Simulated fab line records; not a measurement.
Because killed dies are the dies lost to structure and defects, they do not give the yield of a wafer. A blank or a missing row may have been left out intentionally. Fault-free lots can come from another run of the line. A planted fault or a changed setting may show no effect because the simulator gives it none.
fab line records -- flow gf180mcu
[record] lots = 5, wafers = 15, last-day = 34
route steps=602 shown V2@390 M3@409
lots with no fault: from the same line, run without faults
start-h: the number of hours between the record's first day and the start of the first shown wafer of the lot -- wait-h: hours from the lot's prior step to this one -- " the same as in the row above -- L1.1+2: several wafers, shown together as one row -- - no value present, or no start provided -- * or withheld: withheld -- < > ~ a bound
route shown NAME@n: names a module that has steps shown in the file, with the first one's number in the route -- usual: the fault-free wafers' mean and standard deviation -- same: alike in all rows -- chamber/n: place in a boat -- sites: the reading at each site -- _std_site: their standard deviation -- _edge_site: the outer-site mean with the inner-site mean subtracted -- radius-mm: for every site, how far away it sits from the centre of the wafer -- mask NAME#n: copy n -- behind: the most recent tool/chamber to have shaped the wafer -- hold: reason for holding the lot/hours on hold/outcome of the hold -- device: whichever transistor did not switch (one of n, p or np) -- end of line: the same wafers' tests at the end of the route -- for a step that has no rows: nothing shown but its recipe -- killed: the dies lost at the first sort to structure and to defects; this is not the yield of the wafer -- map: a wafer's dies, x killed, . not, _ none there
set.NAME: the setting the step ran with; set.NAME@STEP: the setting that earlier step ran with -- model.NAME: the simulator's own value behind a step, which no gauge read
certain route steps with their lots: each step a table, each wafer a row
services: when a tool's chamber went out of use (start-h, in hours from the record's first day, below 0 if earlier), for how many hours, and the reason
[[steps]]
[step GF_V2_COAT_08]
[recipe] resist = BARC, temp-c = withheld, time-s = withheld, spin-rpm = withheld, resist-thk-nm = withheld
lot.wafer,tool,chamber,start-h,wait-h
L076.1+4+6,litho-track-02,0,471.31,0.1
L080.1+5+6,litho-track-02,0,500.46,0.1
L082.2+3+5,litho-track-04,0,523.05,0.1
L083.1+5+6,litho-track-04,0,530.53,0.1
L097.1+2+6,litho-track-04,0,637.07,0.1
[step GF_V2_COAT_09]
[recipe] resist = KrF, spin-rpm = withheld, resist-thk-nm = 1000
lot.wafer,tool,chamber,start-h,wait-h
L076.1+4+6,litho-track-02,0,-,-
L080.1+5+6,litho-track-02,0,-,-
L082.2+3+5,litho-track-04,0,-,-
L083.1+5+6,litho-track-04,0,-,-
L097.1+2+6,litho-track-04,0,-,-
[step GF_V2_SOFTBAKE_10]
[recipe] temp-c = 130, time-s = 60, resist = KrF
lot.wafer,tool,chamber,start-h,wait-h
L076.1+4+6,litho-track-02,0,-,-
L080.1+5+6,litho-track-02,0,-,-
L082.2+3+5,litho-track-04,0,-,-
L083.1+5+6,litho-track-04,0,-,-
L097.1+2+6,litho-track-04,0,-,-
[step GF_V2_EXPOSE_11]
[recipe] mask-id = Via2, target-cd-nm = 260, na = 0.68, source-shape = conventional, sigma-outer = 0.6, dose-mj = 38
lot.wafer,tool,chamber,start-h,wait-h,mask
L076.1+4+6,krf-scanner-02,0,-,-,Via2#0
L080.1+5+6,krf-scanner-02,0,-,-,Via2#0
L082.2+3+5,krf-scanner-02,0,-,-,Via2#0
L083.1+5+6,krf-scanner-01,0,-,-,Via2#0
L097.1+2+6,krf-scanner-02,0,-,-,Via2#0
[step GF_V2_PEB_12]
[recipe] peb-temp-c = 135, peb-time-s = 90, resist = KrF
lot.wafer,tool,chamber,start-h,wait-h
L076.1+4+6,litho-track-01,0,-,-
L080.1+5+6,litho-track-04,0,-,-
L082.2+3+5,litho-track-01,0,-,-
L083.1+5+6,litho-track-01,0,-,-
L097.1+2+6,litho-track-02,0,-,-
[step GF_V2_DEVELOP_13]
[recipe] develop-time-s = 60, resist = KrF, dev-temp-c = 21
lot.wafer,tool,chamber,start-h,wait-h
L076.1+4+6,litho-track-01,0,483.94,0.2
L080.1+5+6,litho-track-04,0,512.58,0.2
L082.2+3+5,litho-track-01,0,534.92,0.2
L083.1+5+6,litho-track-01,0,541.44,0.2
L097.1+2+6,litho-track-02,0,647.21,0.2
[step GF_V2_CD_MEAS_14]
[recipe] target-cd-nm = 260
[usual] cd-nm = 260.4/1.1
lot.wafer,tool,chamber,start-h,wait-h,cd-nm
L076.1,cd-sem-02,-,484.09,0.1,259.3
L076.4,cd-sem-02,-,484.09,0.1,259.8
L076.6,cd-sem-02,-,484.09,0.1,258.1
L080.1,cd-sem-01,-,512.73,0.1,261.1
L080.5,cd-sem-01,-,512.73,0.1,261.1
L080.6,cd-sem-01,-,512.73,0.1,261.0
L082.2,cd-sem-02,-,535.06,0.1,262.8
L082.3,cd-sem-02,-,535.06,0.1,262.1
L082.5,cd-sem-02,-,535.06,0.1,260.3
L083.1,cd-sem-02,-,541.59,0.1,261.4
L083.5,cd-sem-02,-,541.59,0.1,260.6
L083.6,cd-sem-02,-,541.59,0.1,261.5
L097.1,cd-sem-01,-,647.36,0.1,258.9
L097.2,cd-sem-01,-,647.36,0.1,258.3
L097.6,cd-sem-01,-,647.36,0.1,259.5
[step GF_V2_OVL_MEAS_15]
[usual] V2_OVL = 0/5.7
lot.wafer,tool,chamber,start-h,wait-h,V2_OVL[nm]
L076.1,overlay-02,-,484.21,0.1,11
L076.4,overlay-02,-,484.21,0.1,1
L076.6,overlay-02,-,484.21,0.1,-2
L080.1,overlay-02,-,512.85,0.1,8
L080.5,overlay-02,-,512.85,0.1,4
L080.6,overlay-02,-,512.85,0.1,3
L082.2,overlay-01,-,535.17,0.1,-4
L082.3,overlay-01,-,535.17,0.1,-4
L082.5,overlay-01,-,535.17,0.1,7
L083.1,overlay-01,-,541.71,0.1,-10
L083.5,overlay-01,-,541.71,0.1,-11
L083.6,overlay-01,-,541.71,0.1,-4
L097.1,overlay-01,-,647.48,0.1,0
L097.2,overlay-01,-,647.48,0.1,3
L097.6,overlay-01,-,647.48,0.1,0
[step GF_V2_ETCH_16]
[recipe] chemistry = N2/H2, target-depth-a = withheld, overetch-a = withheld, time-s = withheld, target = BARC, ion-energy-ev = 200, source-w = 500, bias-w = 100, pressure-mtorr = 30, n2-flow-sccm = 100, h2-flow-sccm = 200
[usual] drypump-motor-current-A = 5.7/0.51, oes-product-au = 0.855/0.005, throttle-valve-pct = 13.225/0.0099
lot.wafer,tool,chamber,start-h,wait-h,drypump-motor-current-A,oes-product-au,throttle-valve-pct
L076.1,rie-diel-02,3,484.25,0.0,5.3,0.865,13.223
L076.4,rie-diel-02,1,484.25,0.0,5.0,0.852,13.211
L076.6,rie-diel-02,1,484.25,0.0,5.0,0.855,13.234
L080.1,rie-diel-01,2,512.88,0.0,5.7,0.851,13.240
L080.5,rie-diel-01,1,512.88,0.0,5.2,0.848,13.228
L080.6,rie-diel-01,0,512.88,0.0,6.3,0.854,13.215
L082.2,rie-diel-01,0,535.20,0.0,6.3,0.854,13.224
L082.3,rie-diel-01,2,535.20,0.0,5.7,0.856,13.214
L082.5,rie-diel-01,2,535.20,0.0,5.7,0.857,13.220
L083.1,rie-diel-01,3,541.75,0.0,5.8,0.859,13.219
L083.5,rie-diel-01,1,541.75,0.0,5.2,0.852,13.223
L083.6,rie-diel-01,2,541.75,0.0,5.7,0.851,13.224
L097.1,rie-diel-01,3,647.52,0.0,5.9,0.860,13.241
L097.2,rie-diel-01,1,647.52,0.0,5.2,0.854,13.238
L097.6,rie-diel-01,3,647.52,0.0,5.9,0.860,13.213
[step GF_V2_ETCH_17]
[recipe] chemistry = C4F8/O2/Ar, mask-material = KrF, target = SiO2, stop-on = TiN, source-w = 1500, bias-w = 1200, pressure-mtorr = 40, c4f8-flow-sccm = withheld, O2_flow_sccm = 6, Ar_flow_sccm = 300, time-s = withheld, target-depth-a = 6300
[usual] oes-product-au = 0.855/0.005
lot.wafer,tool,chamber,start-h,wait-h,oes-product-au
L076.1,rie-diel-02,3,-,-,0.850
L076.4,rie-diel-02,1,-,-,0.851
L076.6,rie-diel-02,1,-,-,0.858
L080.1,rie-diel-01,2,-,-,0.852
L080.5,rie-diel-01,1,-,-,0.859
L080.6,rie-diel-01,0,-,-,0.851
L082.2,rie-diel-01,0,-,-,0.857
L082.3,rie-diel-01,2,-,-,0.858
L082.5,rie-diel-01,2,-,-,0.851
L083.1,rie-diel-01,3,-,-,0.850
L083.5,rie-diel-01,1,-,-,0.846
L083.6,rie-diel-01,2,-,-,0.851
L097.1,rie-diel-01,3,-,-,0.861
L097.2,rie-diel-01,1,-,-,0.856
L097.6,rie-diel-01,3,-,-,0.859
[step GF_V2_STRIP_18]
[recipe] chemistry = O2/N2, power-w = 1400, pressure-mtorr = 1500, platen-temp-c = 250, o2-flow-sccm = 3000, n2-flow-sccm = 300, overash-fraction = 0.5
[usual] drypump-motor-current-A = 5.4/0.3, heater-power-w = 354/54, oes-product-au = 0.592/0.0052
lot.wafer,tool,chamber,start-h,wait-h,drypump-motor-current-A,heater-power-w,oes-product-au,rf-hours-counter-h
L076.1,plasma-asher-02,0,484.38,-,5.6,399,0.591,36
L076.4,plasma-asher-02,1,484.38,-,5.5,331,0.592,-
L076.6,plasma-asher-02,0,484.38,-,5.5,405,0.593,-
L080.1,plasma-asher-03,1,513.01,-,5.0,349,0.595,9
L080.5,plasma-asher-03,1,513.01,-,5.0,343,0.590,-
L080.6,plasma-asher-03,0,513.01,-,5.0,330,0.588,-
L082.2,plasma-asher-01,0,535.33,-,5.7,445,0.593,78
L082.3,plasma-asher-01,0,535.33,-,5.7,435,0.601,-
L082.5,plasma-asher-01,0,535.33,-,5.7,454,0.598,-
L083.1,plasma-asher-03,1,541.88,-,5.0,346,0.601,12
L083.5,plasma-asher-03,0,541.88,-,5.0,338,0.595,-
L083.6,plasma-asher-03,1,541.88,-,5.0,346,0.586,-
L097.1,plasma-asher-03,1,647.64,-,5.0,352,0.593,24
L097.2,plasma-asher-03,0,647.64,-,5.0,330,0.600,24
L097.6,plasma-asher-03,0,647.64,-,5.0,325,0.595,-
[step GF_V2_STRIP_19]
[recipe] chemistry = post-etch-residue-remover, time-s = 1200, temp-c = 72.5
lot.wafer,tool,chamber,start-h,wait-h
L076.1+4+6,wet-bench-03,3,484.48,0.1
L080.1+5+6,wet-bench-03,3,513.11,0.1
L082.2+3+5,wet-bench-04,1,535.43,0.1
L083.1+5+6,wet-bench-03,2,541.98,0.1
L097.1+2+6,wet-bench-04,3,647.74,0.1
[step GF_V2_CLEAN_20]
[recipe] chemistry = DIW, dry = n2-spin
lot.wafer,tool,chamber,start-h,wait-h
L076.1+4+6,wet-bench-04,3,484.82,0.0
L080.1+5+6,wet-bench-04,1,513.45,0.0
L082.2+3+5,wet-bench-03,0,536.11,0.0
L083.1+5+6,wet-bench-02,1,542.32,0.0
L097.1+2+6,wet-bench-02,0,648.09,0.0
[step GF_V2_SPUTTER_21]
[recipe] material = Ti, target-thk-nm = 15, chamber-pressure-pa = 5, power-w = 2500, substrate-temp-c = 200, time-s = 80.02
[usual] cathode-dc-power-W = 2500.0/0.46, throttle-valve-pct = 29.9/0.99
lot.wafer,tool,chamber,start-h,wait-h,cathode-dc-power-W,throttle-valve-pct
L076.1,pvd-sputter-01,-,484.91,0.0,2500.7,27.9
L076.4,pvd-sputter-01,-,484.91,0.0,2500.7,30.9
L076.6,pvd-sputter-01,-,484.91,0.0,2500.5,30.6
L080.1,pvd-sputter-04,-,513.54,0.0,2499.8,29.0
L080.5,pvd-sputter-04,-,513.54,0.0,2499.9,29.2
L080.6,pvd-sputter-04,-,513.54,0.0,2500.5,29.9
L082.2,pvd-sputter-04,-,536.21,0.0,2500.1,29.2
L082.3,pvd-sputter-04,-,536.21,0.0,2500.1,29.0
L082.5,pvd-sputter-04,-,536.21,0.0,2499.2,29.3
L083.1,pvd-sputter-04,-,542.52,0.0,2500.0,28.7
L083.5,pvd-sputter-04,-,542.52,0.0,2500.8,28.7
L083.6,pvd-sputter-04,-,542.52,0.0,2500.5,29.2
L097.1,pvd-sputter-03,-,648.18,0.0,2500.0,29.5
L097.2,pvd-sputter-03,-,648.18,0.0,2499.9,29.7
L097.6,pvd-sputter-03,-,648.18,0.0,2499.9,30.1
[step GF_V2_SPUTTER_22]
[recipe] material = TiN, target-thk-nm = 10, chamber-pressure-pa = 5, power-w = 4000, time-s = 40
[usual] cathode-dc-power-W = 4000.0/0.8, throttle-valve-pct = 29.9/0.99
lot.wafer,tool,chamber,start-h,wait-h,cathode-dc-power-W,throttle-valve-pct
L076.1,pvd-sputter-01,-,484.97,0.0,3999.6,28.1
L076.4,pvd-sputter-01,-,484.97,0.0,4000.6,30.7
L076.6,pvd-sputter-01,-,484.97,0.0,4000.3,31.1
L080.1,pvd-sputter-04,-,513.61,0.0,3999.7,28.8
L080.5,pvd-sputter-04,-,513.61,0.0,4000.4,29.4
L080.6,pvd-sputter-04,-,513.61,0.0,3999.4,30.0
L082.2,pvd-sputter-04,-,536.27,0.0,3999.1,29.0
L082.3,pvd-sputter-04,-,536.27,0.0,3999.6,28.7
L082.5,pvd-sputter-04,-,536.27,0.0,3999.2,29.1
L083.1,pvd-sputter-04,-,542.58,0.0,3999.1,28.8
L083.5,pvd-sputter-04,-,542.58,0.0,3999.1,29.2
L083.6,pvd-sputter-04,-,542.58,0.0,4000.8,29.2
L097.1,pvd-sputter-03,-,648.24,0.0,4000.5,29.3
L097.2,pvd-sputter-03,-,648.24,0.0,3999.5,30.1
L097.6,pvd-sputter-03,-,648.24,0.0,4001.0,30.4
[step GF_V2_CVD_23]
[recipe] material = W, target-thk-nm = 350, time-s = 104.94, temp-c = 400, pressure-torr = 40
[usual] heater-power-w = 865/37
lot.wafer,tool,chamber,start-h,wait-h,heater-power-w
L076.1,cvd-w-01,1,485.01,0.0,891
L076.4,cvd-w-01,1,485.01,0.0,884
L076.6,cvd-w-01,1,485.01,0.0,869
L080.1,cvd-w-02,1,513.64,0.0,825
L080.5,cvd-w-02,0,513.64,0.0,834
L080.6,cvd-w-02,1,513.64,0.0,829
L082.2,cvd-w-02,0,536.31,0.0,831
L082.3,cvd-w-02,1,536.31,0.0,835
L082.5,cvd-w-02,1,536.31,0.0,827
L083.1,cvd-w-01,0,542.62,0.0,926
L083.5,cvd-w-01,0,542.62,0.0,924
L083.6,cvd-w-01,1,542.62,0.0,876
L097.1,cvd-w-01,1,648.28,0.0,903
L097.2,cvd-w-01,0,648.28,0.0,939
L097.6,cvd-w-01,1,648.28,0.0,890
[step GF_V2_RS_MEAS_24]
[recipe] thk-meas-gauge = four-point-probe, reads = W_of_V2_CVD_23+TiN_of_V2_SPUTTER_22+Ti_of_V2_SPUTTER_21
[usual] V2_W_RS = 0.329/0.0041
lot.wafer,tool,chamber,start-h,wait-h,V2_W_RS[ohm/sq]
L076.1,film-metro-03,-,485.23,0.2,0.336
L076.4,film-metro-03,-,485.23,0.2,0.334
L076.6,film-metro-03,-,485.23,0.2,0.336
L080.1,film-metro-01,-,513.76,0.1,0.323
L080.5,film-metro-01,-,513.76,0.1,0.328
L080.6,film-metro-01,-,513.76,0.1,0.326
L082.2,film-metro-01,-,536.44,0.1,0.323
L082.3,film-metro-01,-,536.44,0.1,0.327
L082.5,film-metro-01,-,536.44,0.1,0.327
L083.1,film-metro-02,-,542.73,0.1,0.334
L083.5,film-metro-02,-,542.73,0.1,0.335
L083.6,film-metro-02,-,542.73,0.1,0.333
L097.1,film-metro-02,-,648.39,0.1,0.330
L097.2,film-metro-02,-,648.39,0.1,0.332
L097.6,film-metro-02,-,648.39,0.1,0.337
[step GF_V2_THK_MEAS_25]
[recipe] thk-meas-gauge = xrf, reads = W_of_V2_CVD_23
[usual] V2_W_THK = 338/4.9
lot.wafer,tool,chamber,start-h,wait-h,V2_W_THK[nm]
L076.1,film-metro-03,-,485.35,0.1,333
L076.4,film-metro-03,-,485.35,0.1,335
L076.6,film-metro-03,-,485.35,0.1,334
L080.1,film-metro-01,-,513.88,0.1,343
L080.5,film-metro-01,-,513.88,0.1,339
L080.6,film-metro-01,-,513.88,0.1,342
L082.2,film-metro-01,-,536.55,0.1,341
L082.3,film-metro-01,-,536.55,0.1,338
L082.5,film-metro-01,-,536.55,0.1,337
L083.1,film-metro-02,-,542.85,0.1,335
L083.5,film-metro-02,-,542.85,0.1,336
L083.6,film-metro-02,-,542.85,0.1,338
L097.1,film-metro-02,-,648.51,0.1,337
L097.2,film-metro-02,-,648.51,0.1,339
L097.6,film-metro-02,-,648.51,0.1,332
[step GF_V2_CMP_26]
[recipe] stop-on = SiO2, down-force-psi = 3.5, platen-rpm = 60, t-overpolish-s = 15, target-thk-nm = 0, pad-velocity-m-s = 0.94248
[usual] motor-current-A = 10.8/0.98, overpolish-run-s = 15.000/0.0096, time-to-endpoint-s = 85.7/2.8
lot.wafer,tool,chamber,start-h,wait-h,motor-current-A,overpolish-run-s,time-to-endpoint-s
L076.4,cmp-02,0,485.41,0.0,9.1,15.003,85.7
L076.1,cmp-02,3,485.41,0.0,9.5,15.000,84.0
L076.6,cmp-02,1,485.41,0.0,9.3,14.988,80.2
L080.1,cmp-02,1,514.09,0.2,9.7,15.001,81.6
L080.5,cmp-02,2,514.09,0.2,10.6,14.998,81.9
L080.6,cmp-02,3,514.09,0.2,9.7,15.003,87.7
L082.2,cmp-02,2,536.65,0.1,10.5,15.014,89.4
L082.3,cmp-02,3,536.65,0.1,10.1,14.995,89.7
L082.5,cmp-02,2,536.65,0.1,11.0,14.999,90.0
L083.1,cmp-01,3,542.96,0.1,11.5,15.018,85.1
L083.5,cmp-01,2,542.96,0.1,11.5,15.004,87.4
L083.6,cmp-01,3,542.96,0.1,11.5,15.007,83.7
L097.1,cmp-01,3,648.87,0.4,11.4,15.006,87.5
L097.2,cmp-01,0,648.87,0.4,10.0,15.000,87.4
L097.6,cmp-01,3,648.87,0.4,11.0,14.997,86.5
[step GF_M3_SPUTTER_00]
[recipe] material = Ti, target-thk-nm = 37.5, arriving-ion-energy-ev = 80, substrate-temp-c = 200, chamber-pressure-pa = 2, power-w = 4000, time-s = 150
[usual] cathode-dc-power-W = 4000.1/0.72, throttle-valve-pct = 30.2/1.1
lot.wafer,tool,chamber,start-h,wait-h,cathode-dc-power-W,throttle-valve-pct
L076.1,pvd-sputter-02,-,485.71,0.1,4001.8,29.3
L076.4,pvd-sputter-02,-,485.71,0.1,3998.9,32.1
L076.6,pvd-sputter-02,-,485.71,0.1,4000.8,29.4
L080.1,pvd-sputter-02,-,514.24,0.1,4000.3,29.5
L080.5,pvd-sputter-02,-,514.24,0.1,4000.3,32.1
L080.6,pvd-sputter-02,-,514.24,0.1,4000.1,28.9
L082.2,pvd-sputter-03,-,536.90,0.2,3999.7,30.2
L082.3,pvd-sputter-03,-,536.90,0.2,4000.0,30.7
L082.5,pvd-sputter-03,-,536.90,0.2,4000.0,29.3
L083.1,pvd-sputter-01,-,543.21,0.2,3999.6,30.9
L083.5,pvd-sputter-01,-,543.21,0.2,3998.8,30.7
L083.6,pvd-sputter-01,-,543.21,0.2,4000.9,31.4
L097.1,pvd-sputter-01,-,649.17,0.2,4001.3,30.8
L097.2,pvd-sputter-01,-,649.17,0.2,3999.9,29.9
L097.6,pvd-sputter-01,-,649.17,0.2,3999.9,30.7
[step GF_M3_SPUTTER_01]
[recipe] material = TiN, target-thk-nm = 30, power-w = 6500, time-s = 25, chamber-pressure-pa = 0.4
[usual] cathode-dc-power-W = 6499.9/1.2, throttle-valve-pct = 30.2/1.1
lot.wafer,tool,chamber,start-h,wait-h,cathode-dc-power-W,throttle-valve-pct
L076.1,pvd-sputter-02,-,485.81,0.1,6499.3,29.5
L076.4,pvd-sputter-02,-,485.81,0.1,6501.6,32.0
L076.6,pvd-sputter-02,-,485.81,0.1,6500.5,29.7
L080.1,pvd-sputter-02,-,514.34,0.1,6497.9,29.5
L080.5,pvd-sputter-02,-,514.34,0.1,6499.9,32.0
L080.6,pvd-sputter-02,-,514.34,0.1,6502.1,28.8
L082.2,pvd-sputter-03,-,537.00,0.1,6501.6,29.9
L082.3,pvd-sputter-03,-,537.00,0.1,6498.6,30.8
L082.5,pvd-sputter-03,-,537.00,0.1,6502.0,29.4
L083.1,pvd-sputter-01,-,543.31,0.1,6499.9,30.9
L083.5,pvd-sputter-01,-,543.31,0.1,6498.9,30.9
L083.6,pvd-sputter-01,-,543.31,0.1,6501.5,31.7
L097.1,pvd-sputter-01,-,649.27,0.1,6500.1,30.7
L097.2,pvd-sputter-01,-,649.27,0.1,6499.4,29.8
L097.6,pvd-sputter-01,-,649.27,0.1,6498.5,30.8
[step GF_M3_SPUTTER_02]
[recipe] material = AlCu, target-thk-nm = 450, power-w = 10600, time-s = 23.9, chamber-pressure-pa = 0.4
[usual] cathode-dc-power-W = 10600/1.9, throttle-valve-pct = 30.2/1.1
lot.wafer,tool,chamber,start-h,wait-h,cathode-dc-power-W,throttle-valve-pct
L076.1,pvd-sputter-02,-,485.84,0.0,10601,29.3
L076.4,pvd-sputter-02,-,485.84,0.0,10601,32.0
L076.6,pvd-sputter-02,-,485.84,0.0,10603,29.4
L080.1,pvd-sputter-02,-,514.37,0.0,10598,29.2
L080.5,pvd-sputter-02,-,514.37,0.0,10602,32.0
L080.6,pvd-sputter-02,-,514.37,0.0,10602,28.6
L082.2,pvd-sputter-03,-,537.03,0.0,10600,29.9
L082.3,pvd-sputter-03,-,537.03,0.0,10596,30.6
L082.5,pvd-sputter-03,-,537.03,0.0,10600,29.6
L083.1,pvd-sputter-01,-,543.34,0.0,10602,30.8
L083.5,pvd-sputter-01,-,543.34,0.0,10600,30.6
L083.6,pvd-sputter-01,-,543.34,0.0,10599,31.6
L097.1,pvd-sputter-01,-,649.30,0.0,10600,30.9
L097.2,pvd-sputter-01,-,649.30,0.0,10602,29.7
L097.6,pvd-sputter-01,-,649.30,0.0,10600,30.8
[step GF_M3_SPUTTER_03]
[recipe] material = Ti, target-thk-nm = 10, substrate-temp-c = 300, chamber-pressure-pa = 0.3, power-w = 3000, time-s = 6.7
[usual] cathode-dc-power-W = 2999.9/0.54, throttle-valve-pct = 30.2/1.1
lot.wafer,tool,chamber,start-h,wait-h,cathode-dc-power-W,throttle-valve-pct
L076.1,pvd-sputter-02,-,485.87,0.0,3000.3,29.5
L076.4,pvd-sputter-02,-,485.87,0.0,3000.2,31.6
L076.6,pvd-sputter-02,-,485.87,0.0,2999.8,29.5
L080.1,pvd-sputter-02,-,514.40,0.0,3000.4,29.4
L080.5,pvd-sputter-02,-,514.40,0.0,3000.0,31.9
L080.6,pvd-sputter-02,-,514.40,0.0,3000.0,28.7
L082.2,pvd-sputter-03,-,537.06,0.0,2999.8,29.8
L082.3,pvd-sputter-03,-,537.06,0.0,2999.0,30.8
L082.5,pvd-sputter-03,-,537.06,0.0,2999.9,29.6
L083.1,pvd-sputter-01,-,543.37,0.0,2999.8,30.9
L083.5,pvd-sputter-01,-,543.37,0.0,2999.9,30.9
L083.6,pvd-sputter-01,-,543.37,0.0,2999.9,31.4
L097.1,pvd-sputter-01,-,649.33,0.0,2999.8,30.7
L097.2,pvd-sputter-01,-,649.33,0.0,2999.7,29.9
L097.6,pvd-sputter-01,-,649.33,0.0,2999.6,30.6
[step GF_M3_SPUTTER_04]
[recipe] material = TiN, target-thk-nm = 50, power-w = 6500, time-s = 41.7, chamber-pressure-pa = 0.4
[usual] cathode-dc-power-W = 6500.1/1.1, throttle-valve-pct = 30.2/1.1
lot.wafer,tool,chamber,start-h,wait-h,cathode-dc-power-W,throttle-valve-pct
L076.1,pvd-sputter-02,-,485.90,0.0,6500.6,29.2
L076.4,pvd-sputter-02,-,485.90,0.0,6499.1,32.3
L076.6,pvd-sputter-02,-,485.90,0.0,6499.0,29.5
L080.1,pvd-sputter-02,-,514.42,0.0,6500.3,29.3
L080.5,pvd-sputter-02,-,514.42,0.0,6501.5,32.1
L080.6,pvd-sputter-02,-,514.42,0.0,6499.1,29.1
L082.2,pvd-sputter-03,-,537.08,0.0,6499.6,29.9
L082.3,pvd-sputter-03,-,537.08,0.0,6500.5,30.8
L082.5,pvd-sputter-03,-,537.08,0.0,6501.5,29.5
L083.1,pvd-sputter-01,-,543.39,0.0,6500.5,30.7
L083.5,pvd-sputter-01,-,543.39,0.0,6499.4,30.4
L083.6,pvd-sputter-01,-,543.39,0.0,6501.5,31.4
L097.1,pvd-sputter-01,-,649.35,0.0,6500.6,30.8
L097.2,pvd-sputter-01,-,649.35,0.0,6501.9,29.7
L097.6,pvd-sputter-01,-,649.35,0.0,6499.7,30.6
[step GF_M3_RS_MEAS_05]
[recipe] thk-meas-gauge = four-point-probe, reads = TiN_of_M3_SPUTTER_04+Ti_of_M3_SPUTTER_03+AlCu_of_M3_SPUTTER_02+TiN_of_M3_SPUTTER_01+Ti_of_M3_SPUTTER_00
[usual] M3_ALCU_RS = 0.0699/0.00061
lot.wafer,tool,chamber,start-h,wait-h,M3_ALCU_RS[ohm/sq]
L076.1,film-metro-04,-,485.93,0.0,0.0695
L076.4,film-metro-04,-,485.93,0.0,0.0691
L076.6,film-metro-04,-,485.93,0.0,0.0694
L080.1,film-metro-04,-,514.46,0.0,0.0701
L080.5,film-metro-04,-,514.46,0.0,0.0700
L080.6,film-metro-04,-,514.46,0.0,0.0698
L082.2,film-metro-03,-,537.14,0.0,0.0700
L082.3,film-metro-03,-,537.14,0.0,0.0702
L082.5,film-metro-03,-,537.14,0.0,0.0698
L083.1,film-metro-04,-,543.43,0.0,0.0696
L083.5,film-metro-04,-,543.43,0.0,0.0697
L083.6,film-metro-04,-,543.43,0.0,0.0693
L097.1,film-metro-04,-,649.39,0.0,0.0697
L097.2,film-metro-04,-,649.39,0.0,0.0693
L097.6,film-metro-04,-,649.39,0.0,0.0697
[step GF_M3_THK_MEAS_06]
[recipe] thk-meas-gauge = xrf, reads = AlCu_of_M3_SPUTTER_02
[usual] M3_ALCU_THK = 447/4.9
lot.wafer,tool,chamber,start-h,wait-h,M3_ALCU_THK[nm]
L076.1,film-metro-04,-,486.05,0.1,452
L076.4,film-metro-04,-,486.05,0.1,456
L076.6,film-metro-04,-,486.05,0.1,455
L080.1,film-metro-04,-,514.58,0.1,446
L080.5,film-metro-04,-,514.58,0.1,447
L080.6,film-metro-04,-,514.58,0.1,446
L082.2,film-metro-03,-,537.25,0.1,450
L082.3,film-metro-03,-,537.25,0.1,447
L082.5,film-metro-03,-,537.25,0.1,451
L083.1,film-metro-04,-,543.55,0.1,451
L083.5,film-metro-04,-,543.55,0.1,453
L083.6,film-metro-04,-,543.55,0.1,456
L097.1,film-metro-04,-,649.51,0.1,452
L097.2,film-metro-04,-,649.51,0.1,452
L097.6,film-metro-04,-,649.51,0.1,448
[step GF_M3_DEHYDRATE_07]
[recipe] temp-c = 200, time-s = 60
lot.wafer,tool,chamber,start-h,wait-h
L076.1+4+6,litho-track-02,0,496.46,10.4
L080.1+5+6,litho-track-01,0,525.34,10.8
L082.2+3+5,litho-track-02,0,547.58,10.3
L083.1+5+6,litho-track-02,0,554.21,10.6
L097.1+2+6,litho-track-03,0,657.85,8.3
[step GF_M3_HMDS_08]
[recipe] prime-time-s = 60, prime-temp-c = 120
lot.wafer,tool,chamber,start-h,wait-h
L076.1+4+6,litho-track-02,0,496.61,0.1
L080.1+5+6,litho-track-01,0,525.49,0.1
L082.2+3+5,litho-track-02,0,547.73,0.1
L083.1+5+6,litho-track-02,0,554.36,0.1
L097.1+2+6,litho-track-03,0,658.00,0.1
[step GF_M3_COAT_09]
[recipe] resist = KrF, spin-rpm = withheld, resist-thk-nm = 1000
lot.wafer,tool,chamber,start-h,wait-h
L076.1+4+6,litho-track-02,0,496.76,0.1
L080.1+5+6,litho-track-01,0,525.64,0.1
L082.2+3+5,litho-track-02,0,547.88,0.1
L083.1+5+6,litho-track-02,0,554.51,0.1
L097.1+2+6,litho-track-03,0,658.15,0.1
[step GF_M3_SOFTBAKE_10]
[recipe] temp-c = 130, time-s = 60, resist = KrF
lot.wafer,tool,chamber,start-h,wait-h
L076.1+4+6,litho-track-02,0,496.91,0.1
L080.1+5+6,litho-track-01,0,525.79,0.1
L082.2+3+5,litho-track-02,0,548.03,0.1
L083.1+5+6,litho-track-02,0,554.66,0.1
L097.1+2+6,litho-track-03,0,658.30,0.1
[[services]]
tool,chamber,start-h,hours,kind
cmp-02,-,460.92,5.3,pm
pvd-sputter-02,-,468.21,3.4,repair
cvd-w-01,-,476.30,1.3,repair
krf-scanner-02,-,479.48,0.8,pm
rie-diel-01,-,495.86,0.1,repair
krf-scanner-02,-,507.67,1.3,pm
pvd-sputter-04,-,510.33,2.0,repair
krf-scanner-02,-,535.24,3.0,pm
wet-bench-03,-,536.83,4.5,repair
pvd-sputter-01,-,538.21,3.4,repair
pvd-sputter-02,-,542.69,24.9,repair
rie-diel-01,-,543.99,0.2,repair
wet-bench-04,-,548.81,5.2,repair
wet-bench-03,-,550.46,1.6,repair
rie-diel-01,3,551.58,6.4,repair
pvd-sputter-04,-,565.47,3.3,repair
pvd-sputter-02,-,597.88,0.5,repair
krf-scanner-02,-,608.16,1.0,pm
rie-diel-01,0,634.40,3.2,repair
krf-scanner-02,-,645.26,4.0,pm
krf-scanner-02,-,649.28,0.8,pm
wet-bench-03,-,650.05,0.5,repair
wet-bench-03,-,653.21,2.9,repair
pvd-sputter-04,-,655.53,2.1,repair
[[key]]
fault none
